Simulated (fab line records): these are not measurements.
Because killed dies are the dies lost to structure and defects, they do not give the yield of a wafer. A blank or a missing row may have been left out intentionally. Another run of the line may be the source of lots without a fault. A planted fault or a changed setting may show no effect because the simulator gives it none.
fab line records :: flow sky130
record:
  lots: 13
  wafers: 39
  last_day: 50
route steps=708 shown METAL1@435 VIA1@470 METAL2@497
lots untouched by any fault: they come from a run of this same line in which no faults occurred
start_h: start of the lot's first displayed wafer, in hours after the record's first day :: wait_h: time in hours since the lot's previous step :: " same as the row above :: L1.1+2: a single row standing in for several wafers :: - no value, or no start was given :: * or withheld: withheld :: < > ~ a bound
route shown NAME@n: a module of which the file shows steps, and the number in the route of the first :: usual: mean and standard deviation over wafers with no fault :: same: alike in all rows :: chamber/n: place in a boat :: sites: readings site by site :: _std_site: the standard deviation of these :: _edge_site: the outer-site mean with the inner-site mean subtracted :: radius_mm: how far each site lies from the wafer's centre :: mask NAME#n: copy n :: behind: the most recent tool/chamber to have shaped the wafer :: hold: cause of the lot's hold/its duration in hours/its outcome :: device: names the non-switching transistor (n, p or np) :: end of line: the same wafers' tests at the end of the route :: for a step that has no rows: nothing shown but its recipe :: killed: the dies lost at the first sort to structure and to defects; this is not the yield of the wafer :: map: per-die view of a wafer (x killed, . not killed, _ where there is no die)
set.NAME: setting as actually run; set.NAME@STEP: the setting as run at that earlier step :: model.NAME: the simulator's own value behind a step, which no gauge read
one table for each step of the route and one row for each wafer, over a sample of lots
services: the hour from which a tool's chamber was out of use, counted from the record's first day as start_h (under 0 if before that day), plus the number of hours and why
== steps ==
step: SKY_METAL1_SPUTTER_01
recipe:
  material: TiN
  target_thk_nm: 20
  power_w: 6500
  time_s: 16.92
  chamber_pressure_pa: 0.4
usual:
  throttle_valve_pct: 29.7/0.92
lot.wafer: L687.3
tool: pvd_sputter-01
chamber: -
start_h: 726.67
wait_h: 0.0
throttle_valve_pct: 30.6

lot.wafer: L687.4
tool: pvd_sputter-01
chamber: -
start_h: 726.67
wait_h: 0.0
throttle_valve_pct: 31.1

lot.wafer: L687.6
tool: pvd_sputter-01
chamber: -
start_h: 726.67
wait_h: 0.0
throttle_valve_pct: 30.8

lot.wafer: L688.2
tool: pvd_sputter-02
chamber: -
start_h: 736.70
wait_h: 0.0
throttle_valve_pct: 30.8

lot.wafer: L688.4
tool: pvd_sputter-02
chamber: -
start_h: 736.70
wait_h: 0.0
throttle_valve_pct: 28.1

lot.wafer: L688.6
tool: pvd_sputter-02
chamber: -
start_h: 736.70
wait_h: 0.0
throttle_valve_pct: 28.7

lot.wafer: L689.1
tool: pvd_sputter-02
chamber: -
start_h: 770.29
wait_h: 0.0
throttle_valve_pct: 28.4

lot.wafer: L689.2
tool: pvd_sputter-02
chamber: -
start_h: 770.29
wait_h: 0.0
throttle_valve_pct: 28.5

lot.wafer: L689.6
tool: pvd_sputter-02
chamber: -
start_h: 770.29
wait_h: 0.0
throttle_valve_pct: 30.7

lot.wafer: L691.2
tool: pvd_sputter-03
chamber: -
start_h: 771.16
wait_h: 0.0
throttle_valve_pct: 30.8

lot.wafer: L691.4
tool: pvd_sputter-03
chamber: -
start_h: 771.16
wait_h: 0.0
throttle_valve_pct: 30.1

lot.wafer: L691.5
tool: pvd_sputter-03
chamber: -
start_h: 771.16
wait_h: 0.0
throttle_valve_pct: 30.6

lot.wafer: L690.1
tool: pvd_sputter-03
chamber: -
start_h: 772.38
wait_h: 0.0
throttle_valve_pct: 28.7

lot.wafer: L690.2
tool: pvd_sputter-03
chamber: -
start_h: 772.38
wait_h: 0.0
throttle_valve_pct: 29.1

lot.wafer: L690.4
tool: pvd_sputter-03
chamber: -
start_h: 772.38
wait_h: 0.0
throttle_valve_pct: 30.5

lot.wafer: L693.2
tool: pvd_sputter-03
chamber: -
start_h: 781.07
wait_h: 0.0
throttle_valve_pct: 28.8

lot.wafer: L693.3
tool: pvd_sputter-03
chamber: -
start_h: 781.07
wait_h: 0.0
throttle_valve_pct: 29.2

lot.wafer: L693.4
tool: pvd_sputter-03
chamber: -
start_h: 781.07
wait_h: 0.0
throttle_valve_pct: 30.5

lot.wafer: L704.2
tool: pvd_sputter-02
chamber: -
start_h: 869.42
wait_h: 0.0
throttle_valve_pct: 30.9

lot.wafer: L704.3
tool: pvd_sputter-02
chamber: -
start_h: 869.42
wait_h: 0.0
throttle_valve_pct: 28.2

lot.wafer: L704.5
tool: pvd_sputter-02
chamber: -
start_h: 869.42
wait_h: 0.0
throttle_valve_pct: 29.6

lot.wafer: L705.3
tool: pvd_sputter-01
chamber: -
start_h: 871.08
wait_h: 0.0
throttle_valve_pct: 31.3

lot.wafer: L705.5
tool: pvd_sputter-01
chamber: -
start_h: 871.08
wait_h: 0.0
throttle_valve_pct: 31.3

lot.wafer: L705.6
tool: pvd_sputter-01
chamber: -
start_h: 871.08
wait_h: 0.0
throttle_valve_pct: 30.9

lot.wafer: L706.1
tool: pvd_sputter-01
chamber: -
start_h: 889.28
wait_h: 0.0
throttle_valve_pct: 30.9

lot.wafer: L706.3
tool: pvd_sputter-01
chamber: -
start_h: 889.28
wait_h: 0.0
throttle_valve_pct: 30.7

lot.wafer: L706.6
tool: pvd_sputter-01
chamber: -
start_h: 889.28
wait_h: 0.0
throttle_valve_pct: 30.7

lot.wafer: L707.3
tool: pvd_sputter-02
chamber: -
start_h: 890.84
wait_h: 0.0
throttle_valve_pct: 28.3

lot.wafer: L707.4
tool: pvd_sputter-02
chamber: -
start_h: 890.84
wait_h: 0.0
throttle_valve_pct: 29.7

lot.wafer: L707.6
tool: pvd_sputter-02
chamber: -
start_h: 890.84
wait_h: 0.0
throttle_valve_pct: 30.6

lot.wafer: L708.2
tool: pvd_sputter-03
chamber: -
start_h: 897.46
wait_h: 0.0
throttle_valve_pct: 30.1

lot.wafer: L708.3
tool: pvd_sputter-03
chamber: -
start_h: 897.46
wait_h: 0.0
throttle_valve_pct: 28.9

lot.wafer: L708.5
tool: pvd_sputter-03
chamber: -
start_h: 897.46
wait_h: 0.0
throttle_valve_pct: 30.5

lot.wafer: L710.2
tool: pvd_sputter-03
chamber: -
start_h: 932.95
wait_h: 0.0
throttle_valve_pct: 28.8

lot.wafer: L710.4
tool: pvd_sputter-03
chamber: -
start_h: 932.95
wait_h: 0.0
throttle_valve_pct: 29.3

lot.wafer: L710.6
tool: pvd_sputter-03
chamber: -
start_h: 932.95
wait_h: 0.0
throttle_valve_pct: 29.1

lot.wafer: L709.3
tool: pvd_sputter-03
chamber: -
start_h: 935.00
wait_h: 0.0
throttle_valve_pct: 30.5

lot.wafer: L709.5
tool: pvd_sputter-03
chamber: -
start_h: 935.00
wait_h: 0.0
throttle_valve_pct: 29.3

lot.wafer: L709.6
tool: pvd_sputter-03
chamber: -
start_h: 935.00
wait_h: 0.0
throttle_valve_pct: 30.5
step: SKY_METAL1_THK_MEAS_06
recipe:
  thk_meas_gauge: xrf
  reads: AlCu_of_METAL1_SPUTTER_02
usual:
  METAL1_ALCU_THK: 246/3.2
lot.wafer: L687.3
tool: film_metro-03
chamber: -
start_h: 726.93
wait_h: 0.1
METAL1_ALCU_THK[nm]: 249

lot.wafer: L687.4
tool: film_metro-03
chamber: -
start_h: 726.93
wait_h: 0.1
METAL1_ALCU_THK[nm]: 247

lot.wafer: L687.6
tool: film_metro-03
chamber: -
start_h: 726.93
wait_h: 0.1
METAL1_ALCU_THK[nm]: 246

lot.wafer: L688.2
tool: film_metro-03
chamber: -
start_h: 736.94
wait_h: 0.1
METAL1_ALCU_THK[nm]: 248

lot.wafer: L688.4
tool: film_metro-03
chamber: -
start_h: 736.94
wait_h: 0.1
METAL1_ALCU_THK[nm]: 247

lot.wafer: L688.6
tool: film_metro-03
chamber: -
start_h: 736.94
wait_h: 0.1
METAL1_ALCU_THK[nm]: 248

lot.wafer: L689.1
tool: film_metro-03
chamber: -
start_h: 770.53
wait_h: 0.1
METAL1_ALCU_THK[nm]: 247

lot.wafer: L689.2
tool: film_metro-03
chamber: -
start_h: 770.53
wait_h: 0.1
METAL1_ALCU_THK[nm]: 244

lot.wafer: L689.6
tool: film_metro-03
chamber: -
start_h: 770.53
wait_h: 0.1
METAL1_ALCU_THK[nm]: 247

lot.wafer: L691.2
tool: film_metro-04
chamber: -
start_h: 771.41
wait_h: 0.1
METAL1_ALCU_THK[nm]: 247

lot.wafer: L691.4
tool: film_metro-04
chamber: -
start_h: 771.41
wait_h: 0.1
METAL1_ALCU_THK[nm]: 246

lot.wafer: L691.5
tool: film_metro-04
chamber: -
start_h: 771.41
wait_h: 0.1
METAL1_ALCU_THK[nm]: 247

lot.wafer: L690.1
tool: film_metro-04
chamber: -
start_h: 772.62
wait_h: 0.1
METAL1_ALCU_THK[nm]: 247

lot.wafer: L690.2
tool: film_metro-04
chamber: -
start_h: 772.62
wait_h: 0.1
METAL1_ALCU_THK[nm]: 246

lot.wafer: L690.4
tool: film_metro-04
chamber: -
start_h: 772.62
wait_h: 0.1
METAL1_ALCU_THK[nm]: 246

lot.wafer: L693.2
tool: film_metro-03
chamber: -
start_h: 781.33
wait_h: 0.1
METAL1_ALCU_THK[nm]: 248

lot.wafer: L693.3
tool: film_metro-03
chamber: -
start_h: 781.33
wait_h: 0.1
METAL1_ALCU_THK[nm]: 247

lot.wafer: L693.4
tool: film_metro-03
chamber: -
start_h: 781.33
wait_h: 0.1
METAL1_ALCU_THK[nm]: 245

lot.wafer: L704.2
tool: film_metro-02
chamber: -
start_h: 869.67
wait_h: 0.1
METAL1_ALCU_THK[nm]: 251

lot.wafer: L704.3
tool: film_metro-02
chamber: -
start_h: 869.67
wait_h: 0.1
METAL1_ALCU_THK[nm]: 247

lot.wafer: L704.5
tool: film_metro-02
chamber: -
start_h: 869.67
wait_h: 0.1
METAL1_ALCU_THK[nm]: 249

lot.wafer: L705.3
tool: film_metro-02
chamber: -
start_h: 871.34
wait_h: 0.1
METAL1_ALCU_THK[nm]: 250

lot.wafer: L705.5
tool: film_metro-02
chamber: -
start_h: 871.34
wait_h: 0.1
METAL1_ALCU_THK[nm]: 250

lot.wafer: L705.6
tool: film_metro-02
chamber: -
start_h: 871.34
wait_h: 0.1
METAL1_ALCU_THK[nm]: 253

lot.wafer: L706.1
tool: film_metro-02
chamber: -
start_h: 889.52
wait_h: 0.1
METAL1_ALCU_THK[nm]: 251

lot.wafer: L706.3
tool: film_metro-02
chamber: -
start_h: 889.52
wait_h: 0.1
METAL1_ALCU_THK[nm]: 249

lot.wafer: L706.6
tool: film_metro-02
chamber: -
start_h: 889.52
wait_h: 0.1
METAL1_ALCU_THK[nm]: 248

lot.wafer: L707.3
tool: film_metro-02
chamber: -
start_h: 891.10
wait_h: 0.1
METAL1_ALCU_THK[nm]: 240

lot.wafer: L707.4
tool: film_metro-02
chamber: -
start_h: 891.10
wait_h: 0.1
METAL1_ALCU_THK[nm]: 246

lot.wafer: L707.6
tool: film_metro-02
chamber: -
start_h: 891.10
wait_h: 0.1
METAL1_ALCU_THK[nm]: 245

lot.wafer: L708.2
tool: film_metro-03
chamber: -
start_h: 897.71
wait_h: 0.1
METAL1_ALCU_THK[nm]: 241

lot.wafer: L708.3
tool: film_metro-03
chamber: -
start_h: 897.71
wait_h: 0.1
METAL1_ALCU_THK[nm]: 241

lot.wafer: L708.5
tool: film_metro-03
chamber: -
start_h: 897.71
wait_h: 0.1
METAL1_ALCU_THK[nm]: 241

lot.wafer: L710.2
tool: film_metro-02
chamber: -
start_h: 933.19
wait_h: 0.1
METAL1_ALCU_THK[nm]: 247

lot.wafer: L710.4
tool: film_metro-02
chamber: -
start_h: 933.19
wait_h: 0.1
METAL1_ALCU_THK[nm]: 246

lot.wafer: L710.6
tool: film_metro-02
chamber: -
start_h: 933.19
wait_h: 0.1
METAL1_ALCU_THK[nm]: 246

lot.wafer: L709.3
tool: film_metro-02
chamber: -
start_h: 935.25
wait_h: 0.1
METAL1_ALCU_THK[nm]: 248

lot.wafer: L709.5
tool: film_metro-02
chamber: -
start_h: 935.25
wait_h: 0.1
METAL1_ALCU_THK[nm]: 246

lot.wafer: L709.6
tool: film_metro-02
chamber: -
start_h: 935.25
wait_h: 0.1
METAL1_ALCU_THK[nm]: 247
step: SKY_VIA1_CD_MEAS_12
recipe:
  target_cd_nm: 150
usual:
  cd_nm: 149.7/1.6
lot.wafer: L687.3
tool: cd_sem-01
chamber: -
start_h: 782.33
wait_h: -
cd_nm: 150.7

lot.wafer: L687.4
tool: cd_sem-01
chamber: -
start_h: 782.33
wait_h: -
cd_nm: 149.5

lot.wafer: L687.6
tool: cd_sem-01
chamber: -
start_h: 782.33
wait_h: -
cd_nm: 151.0

lot.wafer: L688.2
tool: cd_sem-02
chamber: -
start_h: 791.47
wait_h: -
cd_nm: 149.9

lot.wafer: L688.4
tool: cd_sem-02
chamber: -
start_h: 791.47
wait_h: -
cd_nm: 150.3

lot.wafer: L688.6
tool: cd_sem-02
chamber: -
start_h: 791.47
wait_h: -
cd_nm: 147.7

lot.wafer: L689.1
tool: cd_sem-02
chamber: -
start_h: 823.59
wait_h: -
cd_nm: 147.1

lot.wafer: L689.2
tool: cd_sem-02
chamber: -
start_h: 823.59
wait_h: -
cd_nm: 148.5

lot.wafer: L689.6
tool: cd_sem-02
chamber: -
start_h: 823.59
wait_h: -
cd_nm: 147.9

lot.wafer: L691.2
tool: cd_sem-02
chamber: -
start_h: 825.07
wait_h: -
cd_nm: 151.6

lot.wafer: L691.4
tool: cd_sem-02
chamber: -
start_h: 825.07
wait_h: -
cd_nm: 150.4

lot.wafer: L691.5
tool: cd_sem-02
chamber: -
start_h: 825.07
wait_h: -
cd_nm: 151.5

lot.wafer: L690.1
tool: cd_sem-01
chamber: -
start_h: 826.94
wait_h: -
cd_nm: 149.2

lot.wafer: L690.2
tool: cd_sem-01
chamber: -
start_h: 826.94
wait_h: -
cd_nm: 149.2

lot.wafer: L690.4
tool: cd_sem-01
chamber: -
start_h: 826.94
wait_h: -
cd_nm: 147.6

lot.wafer: L693.2
tool: cd_sem-02
chamber: -
start_h: 835.77
wait_h: -
cd_nm: 150.0

lot.wafer: L693.3
tool: cd_sem-02
chamber: -
start_h: 835.77
wait_h: -
cd_nm: 148.4

lot.wafer: L693.4
tool: cd_sem-02
chamber: -
start_h: 835.77
wait_h: -
cd_nm: 148.9

lot.wafer: L704.2
tool: cd_sem-01
chamber: -
start_h: 922.11
wait_h: -
cd_nm: 151.9

lot.wafer: L704.3
tool: cd_sem-01
chamber: -
start_h: 922.11
wait_h: -
cd_nm: 151.6

lot.wafer: L704.5
tool: cd_sem-01
chamber: -
start_h: 922.11
wait_h: -
cd_nm: 150.9

lot.wafer: L705.3
tool: cd_sem-02
chamber: -
start_h: 923.34
wait_h: -
cd_nm: 146.7

lot.wafer: L705.5
tool: cd_sem-02
chamber: -
start_h: 923.34
wait_h: -
cd_nm: 146.5

lot.wafer: L705.6
tool: cd_sem-02
chamber: -
start_h: 923.34
wait_h: -
cd_nm: 147.7

lot.wafer: L706.1
tool: cd_sem-01
chamber: -
start_h: 940.25
wait_h: -
cd_nm: 149.5

lot.wafer: L706.3
tool: cd_sem-01
chamber: -
start_h: 940.25
wait_h: -
cd_nm: 149.5

lot.wafer: L706.6
tool: cd_sem-01
chamber: -
start_h: 940.25
wait_h: -
cd_nm: 147.6

lot.wafer: L707.3
tool: cd_sem-02
chamber: -
start_h: 942.83
wait_h: -
cd_nm: 148.9

lot.wafer: L707.4
tool: cd_sem-02
chamber: -
start_h: 942.83
wait_h: -
cd_nm: 150.6

lot.wafer: L707.6
tool: cd_sem-02
chamber: -
start_h: 942.83
wait_h: -
cd_nm: 150.9

lot.wafer: L708.2
tool: cd_sem-02
chamber: -
start_h: 949.17
wait_h: -
cd_nm: 148.2

lot.wafer: L708.3
tool: cd_sem-02
chamber: -
start_h: 949.17
wait_h: -
cd_nm: 147.1

lot.wafer: L708.5
tool: cd_sem-02
chamber: -
start_h: 949.17
wait_h: -
cd_nm: 148.6

lot.wafer: L710.2
tool: cd_sem-01
chamber: -
start_h: 982.47
wait_h: -
cd_nm: 150.3

lot.wafer: L710.4
tool: cd_sem-01
chamber: -
start_h: 982.47
wait_h: -
cd_nm: 149.4

lot.wafer: L710.6
tool: cd_sem-01
chamber: -
start_h: 982.47
wait_h: -
cd_nm: 151.3

lot.wafer: L709.3
tool: cd_sem-02
chamber: -
start_h: 984.93
wait_h: -
cd_nm: 152.0

lot.wafer: L709.5
tool: cd_sem-02
chamber: -
start_h: 984.93
wait_h: -
cd_nm: 151.2

lot.wafer: L709.6
tool: cd_sem-02
chamber: -
start_h: 984.93
wait_h: -
cd_nm: 152.8
step: SKY_METAL2_DEVELOP_14
recipe:
  develop_time_s: 60
  resist: KrF-thick
  dev_temp_c: 21
usual:
  developer_temp_C: 21.00/0.1
  exhaust_pa: 45.0/0.95
lot.wafer: L687.3
tool: litho_track-02
chamber: 0
start_h: 809
wait_h: -
developer_temp_C: 21.00
exhaust_pa: 43.9

lot.wafer: L687.4
tool: litho_track-02
chamber: 0
start_h: 809
wait_h: -
developer_temp_C: 21.02
exhaust_pa: 45.1

lot.wafer: L687.6
tool: litho_track-02
chamber: 0
start_h: 809
wait_h: -
developer_temp_C: 21.04
exhaust_pa: 44.1

lot.wafer: L688.2
tool: litho_track-03
chamber: 0
start_h: 819
wait_h: -
developer_temp_C: 20.99
exhaust_pa: 46.2

lot.wafer: L688.4
tool: litho_track-03
chamber: 0
start_h: 819
wait_h: -
developer_temp_C: 20.97
exhaust_pa: 45.8

lot.wafer: L688.6
tool: litho_track-03
chamber: 0
start_h: 819
wait_h: -
developer_temp_C: 21.05
exhaust_pa: 46.8

lot.wafer: L689.1
tool: litho_track-02
chamber: 0
start_h: 850
wait_h: -
developer_temp_C: 20.89
exhaust_pa: 43.7

lot.wafer: L689.2
tool: litho_track-02
chamber: 0
start_h: 850
wait_h: -
developer_temp_C: 20.88
exhaust_pa: 43.2

lot.wafer: L689.6
tool: litho_track-02
chamber: 0
start_h: 851
wait_h: -
developer_temp_C: 20.91
exhaust_pa: 44.6

lot.wafer: L691.2
tool: litho_track-02
chamber: 0
start_h: 853
wait_h: -
developer_temp_C: 21.00
exhaust_pa: 44.5

lot.wafer: L691.4
tool: litho_track-02
chamber: 0
start_h: 853
wait_h: -
developer_temp_C: 21.04
exhaust_pa: 44.9

lot.wafer: L691.5
tool: litho_track-02
chamber: 0
start_h: 853
wait_h: -
developer_temp_C: 20.86
exhaust_pa: 43.8

lot.wafer: L690.1
tool: litho_track-02
chamber: 0
start_h: 854
wait_h: -
developer_temp_C: 21.86
exhaust_pa: 45.2

lot.wafer: L690.2
tool: litho_track-02
chamber: 0
start_h: 855
wait_h: -
developer_temp_C: 21.83
exhaust_pa: 45.0

lot.wafer: L690.4
tool: litho_track-02
chamber: 0
start_h: 855
wait_h: -
developer_temp_C: 21.86
exhaust_pa: 44.3

lot.wafer: L693.2
tool: litho_track-02
chamber: 0
start_h: 863
wait_h: -
developer_temp_C: 21.85
exhaust_pa: 45.9

lot.wafer: L693.3
tool: litho_track-02
chamber: 0
start_h: 863
wait_h: -
developer_temp_C: 21.67
exhaust_pa: 47.2

lot.wafer: L693.4
tool: litho_track-02
chamber: 0
start_h: 863
wait_h: -
developer_temp_C: 21.81
exhaust_pa: 45.9

lot.wafer: L704.2
tool: litho_track-03
chamber: 0
start_h: 948
wait_h: -
developer_temp_C: 20.81
exhaust_pa: 45.1

lot.wafer: L704.3
tool: litho_track-03
chamber: 0
start_h: 948
wait_h: -
developer_temp_C: 20.74
exhaust_pa: 44.8

lot.wafer: L704.5
tool: litho_track-03
chamber: 0
start_h: 948
wait_h: -
developer_temp_C: 21.01
exhaust_pa: 45.9

lot.wafer: L705.3
tool: litho_track-02
chamber: 0
start_h: 949
wait_h: -
developer_temp_C: 20.99
exhaust_pa: 45.8

lot.wafer: L705.5
tool: litho_track-02
chamber: 0
start_h: 949
wait_h: -
developer_temp_C: 20.97
exhaust_pa: 45.7

lot.wafer: L705.6
tool: litho_track-02
chamber: 0
start_h: 949
wait_h: -
developer_temp_C: 20.88
exhaust_pa: 46.1

lot.wafer: L706.1
tool: litho_track-02
chamber: 0
start_h: 966
wait_h: -
developer_temp_C: 20.96
exhaust_pa: 44.6

lot.wafer: L706.3
tool: litho_track-02
chamber: 0
start_h: 966
wait_h: -
developer_temp_C: 20.96
exhaust_pa: 47.0

lot.wafer: L706.6
tool: litho_track-02
chamber: 0
start_h: 966
wait_h: -
developer_temp_C: 20.96
exhaust_pa: 45.2

lot.wafer: L707.3
tool: litho_track-03
chamber: 0
start_h: 968
wait_h: -
developer_temp_C: 20.93
exhaust_pa: 44.1

lot.wafer: L707.4
tool: litho_track-03
chamber: 0
start_h: 968
wait_h: -
developer_temp_C: 21.03
exhaust_pa: 45.4

lot.wafer: L707.6
tool: litho_track-03
chamber: 0
start_h: 968
wait_h: -
developer_temp_C: 21.01
exhaust_pa: 43.8

lot.wafer: L708.2
tool: litho_track-02
chamber: 0
start_h: 974
wait_h: -
developer_temp_C: 21.01
exhaust_pa: 44.0

lot.wafer: L708.3
tool: litho_track-02
chamber: 0
start_h: 974
wait_h: -
developer_temp_C: 21.08
exhaust_pa: 44.9

lot.wafer: L708.5
tool: litho_track-02
chamber: 0
start_h: 974
wait_h: -
developer_temp_C: 20.97
exhaust_pa: 45.6

lot.wafer: L710.2
tool: litho_track-01
chamber: 0
start_h: 1007
wait_h: -
developer_temp_C: 21.01
exhaust_pa: 44.1

lot.wafer: L710.4
tool: litho_track-01
chamber: 0
start_h: 1007
wait_h: -
developer_temp_C: 21.11
exhaust_pa: 43.3

lot.wafer: L710.6
tool: litho_track-01
chamber: 0
start_h: 1007
wait_h: -
developer_temp_C: 21.12
exhaust_pa: 43.9

lot.wafer: L709.3
tool: litho_track-01
chamber: 0
start_h: 1010
wait_h: -
developer_temp_C: 21.10
exhaust_pa: 45.7

lot.wafer: L709.5
tool: litho_track-01
chamber: 0
start_h: 1010
wait_h: -
developer_temp_C: 20.98
exhaust_pa: 44.5

lot.wafer: L709.6
tool: litho_track-01
chamber: 0
start_h: 1010
wait_h: -
developer_temp_C: 20.93
exhaust_pa: 45.8
== services ==
tool: pvd_sputter-01
chamber: -
start_h: 706.28
hours: 6.6
kind: repair

tool: pvd_sputter-03
chamber: -
start_h: 749.85
hours: 2.8
kind: repair

tool: pvd_sputter-01
chamber: -
start_h: 797.40
hours: 1.8
kind: repair

tool: pvd_sputter-01
chamber: -
start_h: 813.65
hours: 4.5
kind: repair

tool: pvd_sputter-02
chamber: -
start_h: 858.62
hours: 2.3
kind: repair

tool: litho_track-02
chamber: -
start_h: 975.91
hours: -
kind: consumable_replace:filter
== key ==
first_sign:
  step: SKY_METAL2_DEVELOP_14
  reading: developer_temp_C
  direction: up
  sigmas: 7.9
  usual: *
  struck: *
effect none on later readings
met_at SKY_METAL2_DEVELOP_14
struck_lots L690,L693
not_acting_at SKY_METAL1_SPUTTER_01,SKY_METAL1_THK_MEAS_06,SKY_VIA1_CD_MEAS_12
fault:
  kind: process_parameter_drift
  tool: litho_track-02
  chamber: -
  onset_h: 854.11
  steps: SKY_METAL2_DEVELOP_14
  channel: dev_temp_c
  offset: *
  shape: step
  end_h: 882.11
  acts_in: *
  stated: *
